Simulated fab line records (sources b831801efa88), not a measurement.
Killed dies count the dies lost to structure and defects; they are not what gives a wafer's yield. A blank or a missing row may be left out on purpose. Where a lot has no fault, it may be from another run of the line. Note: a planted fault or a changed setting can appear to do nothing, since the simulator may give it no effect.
Which tool did it? ; flow gf180mcu ; 36 wafers from 12 lots sampled at 5 of the route's 602 steps

WHAT EACH GAUGE READ, for each wafer
GF_TOP_METAL_THK_MEAS_06: measures by xrf.
lot;measured;on;TOP_METAL_ALCU_THK (nm)
L594;day 27 08:13;filmMetro-01;907 903 908
L597;day 28 01:54;filmMetro-01;929 915 929
L599;day 28 23:10;filmMetro-01;913 916 921
L600;day 29 06:21;filmMetro-02;909 915 917
L601;day 29 11:47;filmMetro-01;918 917 931
L603;day 30 03:21;filmMetro-03;915 914 917
L607;day 31 02:47;filmMetro-02;895 884 892
L613;day 32 16:52;filmMetro-01;982 989 976
L614;day 32 22:44;filmMetro-01;977 976 972
L615;day 33 02:27;filmMetro-01;906 895 899
L616;day 33 06:34;filmMetro-02;925 918 922
L617;day 33 12:16;filmMetro-01;921 936 926

GF_TOP_METAL_OVL_MEAS_15.
lot;measured;on;TOP_METAL_OVL (nm)
L594;day 28 04:04;overlay-02;0.4 1.9 -0.4
L597;day 28 21:09;overlay-02;2.3 1.1 2.4
L599;day 29 18:30;overlay-02;2.3 2.1 1.4
L600;day 30 01:02;overlay-01;0.0 0.4 0.9
L601;day 30 06:43;overlay-01;-1.5 -0.1 -0.2
L603;day 30 21:28;overlay-02;-0.8 -0.2 0.8
L607;day 31 20:00;overlay-02;0.6 0.6 2.1
L613;day 33 08:38;overlay-01;2.3 3.4 3.6
L614;day 33 14:18;overlay-02;-0.4 -1.2 -1.1
L615;day 33 18:14;overlay-01;0.5 -1.5 0.4
L616;day 33 21:48;overlay-02;0.1 2.5 1.1
L617;day 34 02:54;overlay-01;3.2 0.9 2.2

WHAT TOOL EACH LOT RAN ON (gives the tool, then ch and the chambers of the sampled wafers, and finally the start)
lot;GF_V5_ETCH_16;GF_TOP_METAL_SPUTTER_01;GF_TOP_METAL_SPUTTER_04
L594;rieDiel-03 ch 2,3, day 27 06:29;pvdSputter-04, day 27 07:58;pvdSputter-04, day 27 08:04
L597;rieDiel-02 ch 0,1,2, day 28 00:11;pvdSputter-02, day 28 01:40;pvdSputter-02, day 28 01:46
L599;rieDiel-04 ch 2,3, day 28 21:18;pvdSputter-01, day 28 22:56;pvdSputter-01, day 28 23:01
L600;rieDiel-03 ch 0,1,3, day 29 04:35;pvdSputter-04, day 29 06:06;pvdSputter-04, day 29 06:11
L601;rieDiel-03 ch 0,1,3, day 29 10:00;pvdSputter-02, day 29 11:31;pvdSputter-02, day 29 11:37
L603;rieDiel-03 ch 1,3, day 30 01:37;pvdSputter-02, day 30 03:05;pvdSputter-02, day 30 03:11
L607;rieDiel-03 ch 1,2,3, day 31 00:57;pvdSputter-01, day 31 02:33;pvdSputter-01, day 31 02:38
L613;rieDiel-02 ch 1,3, day 32 15:08;pvdSputter-04, day 32 16:37;pvdSputter-04, day 32 16:43
L614;rieDiel-03 ch 2,3, day 32 20:56;pvdSputter-04, day 32 22:29;pvdSputter-04, day 32 22:35
L615;rieDiel-04 ch 0,2,3, day 33 00:44;pvdSputter-01, day 33 02:13;pvdSputter-01, day 33 02:18
L616;rieDiel-03 ch 0,3, day 33 04:50;pvdSputter-04, day 33 06:19;pvdSputter-04, day 33 06:25
L617;rieDiel-02 ch 0,2,3, day 33 10:32;pvdSputter-04, day 33 12:01;pvdSputter-04, day 33 12:07
- GF_V5_ETCH_16: etches BARC in N2/H2.
- GF_TOP_METAL_SPUTTER_01: material TiN, target thk 30 nm, time 25 s.
- GF_TOP_METAL_SPUTTER_04: material TiN, target thk 25 nm, time 20.8 s.

AS READ BY THE TOOLS THEMSELVES (means over the sampled wafers that have a number; for cases with no such wafer, the mark the record gives instead)
GF_V5_ETCH_16.
lot;tool;drypumpMotorCurrentA (A);oesProductAu (a.u.);throttleValvePct (%)
L594;rieDiel-03;5.2;0.854;13.226
L597;rieDiel-02;5.7;0.854;13.233
L599;rieDiel-04;6.3;0.857;13.217
L600;rieDiel-03;5.6;0.855;13.224
L601;rieDiel-03;5.6;0.853;13.229
L603;rieDiel-03;5.6;0.858;13.223
L607;rieDiel-03;5.6;0.858;13.222
L613;rieDiel-02;5.1;0.853;13.226
L614;rieDiel-03;5.3;0.853;13.226
L615;rieDiel-04;6.1;0.856;13.216
L616;rieDiel-03;5.2;0.852;13.225
L617;rieDiel-02;5.6;0.856;13.217

GF_TOP_METAL_SPUTTER_01.
lot;tool;cathodeDcPowerW (W);chamberPressurePa (Pa);throttleValvePct (%)
L594;pvdSputter-04;6499.7;0.3993;31.1
L597;pvdSputter-02;6500.5;0.3999;30.9
L599;pvdSputter-01;6499.4;0.4001;29.5
L600;pvdSputter-04;6498.9;0.4001;30.9
L601;pvdSputter-02;6500.4;0.4000;30.7
L603;pvdSputter-02;6500.0;0.3999;30.3
L607;pvdSputter-01;6500.7;0.3994;30.2
L613;pvdSputter-04;6498.9;0.4000;30.8
L614;pvdSputter-04;6499.6;0.4003;30.6
L615;pvdSputter-01;6499.8;0.4007;28.5
L616;pvdSputter-04;6498.8;0.4003;31.1
L617;pvdSputter-04;6500.4;0.4002;30.7

GF_TOP_METAL_SPUTTER_04.
lot;tool;cathodeDcPowerW (W);chamberPressurePa (Pa);throttleValvePct (%)
L594;pvdSputter-04;6499.7;0.4004;31.3
L597;pvdSputter-02;6499.4;0.4001;31.1
L599;pvdSputter-01;6499.7;0.4003;29.4
L600;pvdSputter-04;6500.7;0.3990;30.8
L601;pvdSputter-02;6500.8;0.4007;30.6
L603;pvdSputter-02;6499.2;0.3997;30.2
L607;pvdSputter-01;6501.2;0.3988;30.2
L613;pvdSputter-04;-;-;-
L614;pvdSputter-04;-;-;-
L615;pvdSputter-01;6498.9;0.4004;28.6
L616;pvdSputter-04;6500.4;0.4001;31.2
L617;pvdSputter-04;6501.2;0.4002;30.6

THE ANSWER, worked out from the rows above alone
Rule: the lots themselves supply what counts as usual. Put in order of their means at a reading, lots are off if they are a third of the lots or fewer, leave a main group of 4 or more, and stand apart from it by a gap of 3 or more times the standard deviation of the main group's means; of several such gaps the widest counts. Not used: any main group whose means are identical at the precision the tables above print for the reading. Also off: a lot with no number at a reading for which 4 or more lots have one. The other lots that the step has rows for count as sound. After the gauges, taken in route order, come the tools' own readings; for these a lot's mean is taken, as printed above. The first step at which some lot is off is used, and at that step the reading that is off furthest; a lot without a number counts as furthest.
Off: L613, L614, at GF_TOP_METAL_THK_MEAS_06 (TOP_METAL_ALCU_THK). The main group: mean 914 nm, standard deviation 11.
A tool fits if, at a process step before that reading, it ran every lot that is off, and no sound lot after the first of them. Not tried: the gauges at GF_TOP_METAL_THK_MEAS_06; whatever is off there is also off at GF_TOP_METAL_SPUTTER_04, on other tools, and gauge error can't account for it. None of those tried fits.

WHAT THE SIMULATOR PUT IN
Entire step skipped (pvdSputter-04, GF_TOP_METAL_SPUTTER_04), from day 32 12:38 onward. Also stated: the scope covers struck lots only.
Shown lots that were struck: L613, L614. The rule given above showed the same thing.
